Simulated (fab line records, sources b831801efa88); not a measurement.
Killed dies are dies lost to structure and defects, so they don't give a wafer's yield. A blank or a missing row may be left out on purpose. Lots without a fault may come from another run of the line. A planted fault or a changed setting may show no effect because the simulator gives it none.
Chamber matching | flow gf180mcu | GF_CONTACT_CVD_02 on pecvd-02: 3 sister chambers
The step deposits SiO2 from TEOS, target thk 860 nm, time 95.992 s. 3 wafers are shown with their chamber, then 7 later ones without.

WAFERS WITH THEIR CHAMBER
wafer  | chamber | heater_power_w (W)
L464.5 | 2       | 870
L465.2 | 1       | 766
L465.3 | 0       | 688

WAFERS WITHOUT THEIR CHAMBER
wafer  | heater_power_w (W)
L465.4 | 576
L468.2 | 739
L468.5 | 806
L468.6 | 645
L469.1 | 768
L469.5 | 650
L469.6 | 794

WHICH CHAMBER EACH WENT THROUGH
wafer  | from the rows above          | in truth
L465.4 | can't be placed: 0 or 1      | 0
L468.2 | can't be placed: 1 or 0 or 2 | 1
L468.5 | can't be placed: 1 or 2 or 0 | 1
L468.6 | can't be placed: 0 or 1      | 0
L469.1 | can't be placed: 1 or 0 or 2 | 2
L469.5 | can't be placed: 0 or 1      | 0
L469.6 | can't be placed: 1 or 2 or 0 | 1
Placed correctly: 0 of 7. Can't be placed from these rows: 7 (the true chamber is among the candidates in 7). Placed wrongly: 0.
How it was worked out, from the rows above alone: a wafer's distance from a chamber is the root of the sum, over the readings, of the square of ((its reading less the chamber's mean) divided by the reading's scatter). The wafer belongs to the nearest chamber; if the next one is less than 2 further off, it can't be placed. A chamber's mean is the mean of its shown wafers. The scatter: with one shown wafer a chamber, the root of the mean of the squares of how far each hidden wafer lies from its nearest shown one.
